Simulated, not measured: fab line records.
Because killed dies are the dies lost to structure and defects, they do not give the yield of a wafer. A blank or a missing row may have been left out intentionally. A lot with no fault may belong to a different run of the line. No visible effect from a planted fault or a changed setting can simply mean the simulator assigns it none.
Split-lot experiment ; flow sky130 ; 23 wafers read across 5 lots, on a route 708 steps long

## ABOUT THE SPLIT
At SKY_NWELL_IMPLANT_24, the setting dose cm2 was moved away from the recipe's 9.2e+12 on 11 of the 23 wafers read, by -7.2% to -1.9%. The other wafers ran this setting at the recipe's value.

## FROM THE SPLIT TO THE READING: what the file shows between them, 1 step
- SKY_NWELL_STRIP_25: strips in O2/N2

## THE READING
NWELL_2_TW, at SKY_NWELL_TW_MEAS_26. On this fab line, fault-free wafers typically give 493.3 with a standard deviation of 2.6.

wafer;tool, chamber at the split;dose cm2 as run;against the recipe;NWELL_2_TW;against lot-mates on the recipe
L074.1;implanter-02, 0;9.2e+12;recipe;490.8;-
L074.2;implanter-02, 0;9.2e+12;recipe;492.2;-
L074.3;implanter-02, 0;8.728e+12;-5.1%;481.3;-10.2
L074.4;implanter-02, 0;8.728e+12;-5.1%;481.7;-9.8
L074.5;implanter-02, 0;8.728e+12;-5.1%;486.0;-5.5
L075.1;implanter-04, 0;9.2e+12;recipe;494.7;-
L075.4;implanter-04, 0;9.2e+12;recipe;491.2;-
L075.5;implanter-04, 0;9.2e+12;recipe;495.2;-
L077.1;implanter-02, 0;9.026e+12;-1.9%;491.9;-4.4
L077.2;implanter-02, 0;9.2e+12;recipe;496.4;-
L077.4;implanter-02, 0;9.026e+12;-1.9%;492.0;-4.3
L077.5;implanter-02, 0;9.026e+12;-1.9%;492.5;-3.8
L077.6;implanter-02, 0;9.2e+12;recipe;496.2;-
L080.2;implanter-03, 0;9.2e+12;recipe;497.9;-
L080.3;implanter-03, 0;8.535e+12;-7.2%;487.1;-10.2
L080.4;implanter-03, 0;8.535e+12;-7.2%;485.8;-11.5
L080.5;implanter-03, 0;8.535e+12;-7.2%;486.0;-11.3
L080.6;implanter-03, 0;9.2e+12;recipe;496.7;-
L084.1;implanter-04, 0;8.795e+12;-4.4%;484.2;-7.1
L084.2;implanter-04, 0;9.2e+12;recipe;490.9;-
L084.3;implanter-04, 0;9.2e+12;recipe;490.7;-
L084.5;implanter-04, 0;8.795e+12;-4.4%;487.5;-3.8
L084.6;implanter-04, 0;9.2e+12;recipe;492.2;-

FIT RESULTS
A straight line over all 23 wafers: NWELL_2_TW changes by +1.4 for each +1% of dose cm2; r = +0.81; the points scatter about the line by 2.8.
The same after taking each lot's own level away (the mean of its wafers on the recipe; 23 wafers): +1.52 for each +1%; r = +0.95; scatter 1.4.
According to that fit, moving dose cm2 by its largest amount changes the reading by 11.
The span of the lots' own levels, 491.27 to 497.30, comes to 2.3 times the standard deviation stated above.
So the lot-to-lot level changes the slope little: the two slopes agree.
Check: -11.3 against its lot-mates is what the line predicts for one of the wafers moved furthest among these (-7.2%) when that wafer is left out of the fit. It came out at -10.2 against them.

## THE OTHER SPLITS THESE WAFERS WENT THROUGH
These wafers also went through other splits before the reading. Each is held against what the fit with the lots' levels taken away leaves over:
other split on the same wafers;wafers away from the commonest value;r with NWELL_2_TW (lot level and that fit taken away)
SKY_FIELD_ISO_OXIDATION_01 ox time s;10;+0.08
SKY_FIELD_ISO_OXIDATION_22 ox time s;18;-0.07
SKY_PWDE_COAT_02 resist thk nm;6;+0.04
SKY_NWELL_IMPLANT_11 dose cm2;8;+0.07
SKY_NWELL_SOFTBAKE_19 temp c;7;+0.09

## FILE'S OWN FIT
NWELL_2_TW changes by +1.53 for each +1% of dose cm2, r = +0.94.
